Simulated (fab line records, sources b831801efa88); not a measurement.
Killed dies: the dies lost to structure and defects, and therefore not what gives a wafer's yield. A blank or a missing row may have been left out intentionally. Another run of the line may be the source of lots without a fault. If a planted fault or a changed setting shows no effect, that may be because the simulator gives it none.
fab line records -- flow gf180mcu
record lots=14, wafers=42, last_day=34
route steps=602 shown MVSD@73 MVPSD@139 VT_IMPLANT@140 POLY_GATE@174
lots that met no fault: from a run of the same line without faults
start_h: the number of hours between the record's first day and the start of the first shown wafer of the lot -- wait_h: hours elapsed since this lot's preceding step -- " as in the row above -- L1.1+2: a single row standing in for several wafers -- - either no value or no given start -- * or withheld: withheld -- < > ~ a bound
route shown NAME@n: NAME is a module with steps in the file, n the number in the route of the first one -- usual: the fault-free wafers' mean and standard deviation -- same: alike in all rows -- chamber/n: place in a boat -- sites: each site's reading -- _std_site: the standard deviation of these -- _edge_site: outer sites' mean less inner sites' -- radius_mm: for every site, how far away it sits from the centre of the wafer -- mask NAME#n: copy n -- behind: the most recent tool/chamber to have shaped the wafer -- hold: cause of the lot's hold/its duration in hours/its outcome -- device: which transistor (n, p or np) failed to switch -- end of line: tests of these same wafers at the route's end -- where a step has no rows: the recipe by itself -- killed: count of dies lost to structure and defects at first sort (not the wafer's yield) -- map: the dies of a wafer, with x for killed, . for not killed, _ for no die there
set.NAME: the setting the step ran with; set.NAME@STEP: the setting that earlier step ran with -- model.NAME: the simulator's own value behind a step, which no gauge read
route steps across a sampled set of lots; one table per step, one row per wafer
services: a tool's chamber out of use, with start hour (start_h, from the record's first day; less than 0 if before it), hours out, and reason
## steps
# step GF_MVSD_OVL_MEAS_07
# usual MVSD_OVL=0.4/1.4
lot.wafer,tool,chamber,start_h,wait_h,MVSD_OVL[nm]
L182.2,overlay-01,-,81.69,-,-1.2
L182.3,overlay-01,-,81.69,-,-1.1
L182.5,overlay-01,-,81.69,-,-1.0
L184.1,overlay-01,-,93.03,-,1.7
L184.4,overlay-01,-,93.03,-,0.8
L184.6,overlay-01,-,93.03,-,3.7
L186.2,overlay-02,-,103.78,-,0.1
L186.3,overlay-02,-,103.78,-,0.5
L186.6,overlay-02,-,103.78,-,0.5
L187.4,overlay-02,-,111.35,-,-2.6
L187.5,overlay-02,-,111.35,-,1.8
L187.6,overlay-02,-,111.35,-,-0.5
L190.1,overlay-02,-,127.47,-,-1.4
L190.2,overlay-02,-,127.47,-,0.0
L190.6,overlay-02,-,127.47,-,-0.7
L191.1,overlay-01,-,136.43,-,-0.1
L191.4,overlay-01,-,136.43,-,0.1
L191.5,overlay-01,-,136.43,-,-0.2
L193.1,overlay-01,-,146.77,-,2.0
L193.4,overlay-01,-,146.77,-,-0.6
L193.5,overlay-01,-,146.77,-,0.9
L194.1,overlay-01,-,152.12,-,-0.6
L194.5,overlay-01,-,152.12,-,-1.5
L194.6,overlay-01,-,152.12,-,-0.2
L197.4,overlay-02,-,169.44,-,-0.2
L197.5,overlay-02,-,169.44,-,-0.4
L197.6,overlay-02,-,169.44,-,-0.3
L198.3,overlay-01,-,175.04,-,4.2
L198.5,overlay-01,-,175.04,-,3.2
L198.6,overlay-01,-,175.04,-,2.2
L202.3,overlay-01,-,199.03,-,-0.2
L202.4,overlay-01,-,199.03,-,0.6
L202.5,overlay-01,-,199.03,-,1.1
L203.1,overlay-02,-,203.37,-,1.8
L203.5,overlay-02,-,203.37,-,2.5
L203.6,overlay-02,-,203.37,-,2.1
L204.4,overlay-02,-,210.79,-,0.7
L204.5,overlay-02,-,210.79,-,-2.3
L204.6,overlay-02,-,210.79,-,0.1
L205.2,overlay-01,-,213.58,-,-0.3
L205.4,overlay-01,-,213.58,-,0.3
L205.5,overlay-01,-,213.58,-,0.9
# step GF_VT_IMPLANT_RS_MEAS_49
# recipe thk_meas_gauge=four-point-probe
# usual MVPSD_RS=1169.2/2.9
lot.wafer,tool,chamber,start_h,wait_h,MVPSD_RS[ohm/sq]
L182.2,film_metro-04,-,156.50,0.1,1173.1
L182.3,film_metro-04,-,156.50,0.1,1166.9
L182.5,film_metro-04,-,156.50,0.1,1168.8
L184.1,film_metro-04,-,170.14,0.1,1172.1
L184.4,film_metro-04,-,170.14,0.1,1172.5
L184.6,film_metro-04,-,170.14,0.1,1176.0
L186.2,film_metro-02,-,181.77,0.1,1168.5
L186.3,film_metro-02,-,181.77,0.1,1171.5
L186.6,film_metro-02,-,181.77,0.1,1168.7
L187.4,film_metro-02,-,190.95,0.1,1164.3
L187.5,film_metro-02,-,190.95,0.1,1165.5
L187.6,film_metro-02,-,190.95,0.1,1162.6
L190.1,film_metro-02,-,209.74,0.1,1173.9
L190.2,film_metro-02,-,209.74,0.1,1170.8
L190.6,film_metro-02,-,209.74,0.1,1170.5
L191.1,film_metro-04,-,220.69,0.1,1167.1
L191.4,film_metro-04,-,220.69,0.1,1169.9
L191.5,film_metro-04,-,220.69,0.1,1171.7
L193.1,film_metro-04,-,234.08,0.1,1173.8
L193.4,film_metro-04,-,234.08,0.1,1169.5
L193.5,film_metro-04,-,234.08,0.1,1172.6
L194.1,film_metro-04,-,238.04,0.1,1171.2
L194.5,film_metro-04,-,238.04,0.1,1167.8
L194.6,film_metro-04,-,238.04,0.1,1166.3
L197.4,film_metro-03,-,258.60,0.1,1169.6
L197.5,film_metro-03,-,258.60,0.1,1165.8
L197.6,film_metro-03,-,258.60,0.1,1169.0
L198.3,film_metro-04,-,264.97,0.1,1168.1
L198.5,film_metro-04,-,264.97,0.1,1170.0
L198.6,film_metro-04,-,264.97,0.1,1161.9
L202.3,film_metro-04,-,293.67,0.1,1173.9
L202.4,film_metro-04,-,293.67,0.1,1168.3
L202.5,film_metro-04,-,293.67,0.1,1170.8
L203.1,film_metro-02,-,297.74,0.1,1169.1
L203.5,film_metro-02,-,297.74,0.1,1169.5
L203.6,film_metro-02,-,297.74,0.1,1166.4
L204.4,film_metro-03,-,307.13,0.1,1171.0
L204.5,film_metro-03,-,307.13,0.1,1167.8
L204.6,film_metro-03,-,307.13,0.1,1172.2
L205.2,film_metro-03,-,311.99,0.1,1168.4
L205.4,film_metro-03,-,311.99,0.1,1169.4
L205.5,film_metro-03,-,311.99,0.1,1168.4
# step GF_VT_IMPLANT_WET_ETCH_50
# recipe chemistry=dHF, target_depth_nm=20, target=SiO2, temp_c=25, dilution=100:1, time_s=400
# usual bath_heat_duty_pct=6.3/0.65, run_length_s=427/3.6
lot.wafer,tool,chamber,start_h,wait_h,bath_heat_duty_pct,run_length_s
L182.2,wet_bench-04,2,156.60,0.1,5.8,425
L182.3,wet_bench-04,2,156.60,0.1,5.4,425
L182.5,wet_bench-04,2,156.60,0.1,5.6,425
L184.1,wet_bench-02,0,170.26,0.1,7.0,432
L184.4,wet_bench-02,0,170.26,0.1,6.3,432
L184.6,wet_bench-02,0,170.26,0.1,6.5,432
L186.2,wet_bench-02,2,181.87,0.1,7.1,434
L186.3,wet_bench-02,2,181.87,0.1,6.5,434
L186.6,wet_bench-02,2,181.87,0.1,6.6,434
L187.4,wet_bench-02,1,191.01,0.0,7.6,426
L187.5,wet_bench-02,1,191.01,0.0,6.9,426
L187.6,wet_bench-02,1,191.01,0.0,6.7,426
L190.1,wet_bench-01,2,209.86,0.1,6.4,425
L190.2,wet_bench-01,2,209.86,0.1,6.5,425
L190.6,wet_bench-01,2,209.86,0.1,5.9,425
L191.1,wet_bench-01,0,220.81,0.1,5.7,426
L191.4,wet_bench-01,0,220.81,0.1,5.5,426
L191.5,wet_bench-01,0,220.81,0.1,6.2,426
L193.1,wet_bench-02,2,234.20,0.1,7.2,433
L193.4,wet_bench-02,2,234.20,0.1,6.2,433
L193.5,wet_bench-02,2,234.20,0.1,6.0,433
L194.1,wet_bench-02,1,238.16,0.1,7.1,433
L194.5,wet_bench-02,1,238.16,0.1,6.9,433
L194.6,wet_bench-02,1,238.16,0.1,6.9,433
L197.4,wet_bench-01,2,258.66,0.0,5.3,424
L197.5,wet_bench-01,2,258.66,0.0,6.2,424
L197.6,wet_bench-01,2,258.66,0.0,6.7,424
L198.3,wet_bench-01,0,265.05,0.1,6.0,425
L198.5,wet_bench-01,0,265.05,0.1,5.9,425
L198.6,wet_bench-01,0,265.05,0.1,5.8,425
L202.3,wet_bench-02,0,293.75,0.1,-,-
L202.4,wet_bench-02,0,293.75,0.1,-,-
L202.5,wet_bench-02,0,293.75,0.1,-,-
L203.1,wet_bench-01,2,297.86,0.1,-,-
L203.5,wet_bench-01,2,297.86,0.1,-,-
L203.6,wet_bench-01,2,297.86,0.1,-,-
L204.4,wet_bench-02,2,307.19,0.0,6.3,424
L204.5,wet_bench-02,2,307.19,0.0,7.1,424
L204.6,wet_bench-02,2,307.19,0.0,6.6,424
L205.2,wet_bench-01,2,312.09,0.1,5.8,434
L205.4,wet_bench-01,2,312.09,0.1,6.2,434
L205.5,wet_bench-01,2,312.09,0.1,5.7,434
# step GF_POLY_GATE_THK_MEAS_17
# recipe reads=SiO2_of_POLY_GATE_OXIDATION_16
# usual POLY_GATE_OXIDATION_THK=4.02/0.081
lot.wafer,tool,chamber,start_h,wait_h,POLY_GATE_OXIDATION_THK[nm]
L182.2,film_metro-01,-,199.33,0.0,3.92
L182.3,film_metro-01,-,199.33,0.0,3.95
L182.5,film_metro-01,-,199.33,0.0,3.96
L184.1,film_metro-04,-,213.62,0.0,4.08
L184.4,film_metro-04,-,213.62,0.0,3.99
L184.6,film_metro-04,-,213.62,0.0,4.02
L186.2,film_metro-04,-,221.85,0.0,3.92
L186.3,film_metro-04,-,221.85,0.0,3.85
L186.6,film_metro-04,-,221.85,0.0,3.87
L187.4,film_metro-02,-,234.01,0.0,3.93
L187.5,film_metro-02,-,234.01,0.0,3.93
L187.6,film_metro-02,-,234.01,0.0,3.94
L190.1,film_metro-01,-,252.88,0.0,4.00
L190.2,film_metro-01,-,252.88,0.0,4.06
L190.6,film_metro-01,-,252.88,0.0,4.07
L191.1,film_metro-04,-,265.78,0.0,4.21
L191.4,film_metro-04,-,265.78,0.0,4.15
L191.5,film_metro-04,-,265.78,0.0,4.25
L193.1,film_metro-01,-,278.99,0.0,4.09
L193.4,film_metro-01,-,278.99,0.0,4.16
L193.5,film_metro-01,-,278.99,0.0,4.18
L194.1,film_metro-01,-,283.99,0.0,4.05
L194.5,film_metro-01,-,283.99,0.0,4.10
L194.6,film_metro-01,-,283.99,0.0,4.09
L197.4,film_metro-01,-,304.17,0.0,3.93
L197.5,film_metro-01,-,304.17,0.0,3.91
L197.6,film_metro-01,-,304.17,0.0,4.01
L198.3,film_metro-04,-,314.47,0.0,3.92
L198.5,film_metro-04,-,314.47,0.0,4.04
L198.6,film_metro-04,-,314.47,0.0,4.02
L204.4,film_metro-04,-,355.96,0.0,4.00
L204.5,film_metro-04,-,355.96,0.0,4.03
L204.6,film_metro-04,-,355.96,0.0,3.90
L205.2,film_metro-04,-,363.74,0.0,4.05
L205.4,film_metro-04,-,363.74,0.0,4.01
L205.5,film_metro-04,-,363.74,0.0,4.00
## services
tool,chamber,start_h,hours,kind
wet_bench-01,-,254.14,1.4,repair
wet_bench-01,-,303.90,3.5,repair
## key
first_sign step=GF_VT_IMPLANT_WET_ETCH_50, reading=tool_record, direction=missing
effect none on later readings
met_at GF_VT_IMPLANT_WET_ETCH_50
struck_lots L202,L203
rows_end L202.3,L202.4,L202.5,L203.1,L203.5,L203.6
not_acting_at GF_MVSD_OVL_MEAS_07,GF_VT_IMPLANT_RS_MEAS_49,GF_POLY_GATE_THK_MEAS_17
onset_between 265.05 293.75
fault kind=skipped_step_whole, tool=wet_bench-01,wet_bench-02, chamber=-, onset_h=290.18, steps=GF_VT_IMPLANT_WET_ETCH_50, scope=struck_lots_only
# rows_end: these wafers met a further fault down the route, and their rows from its step on are left out
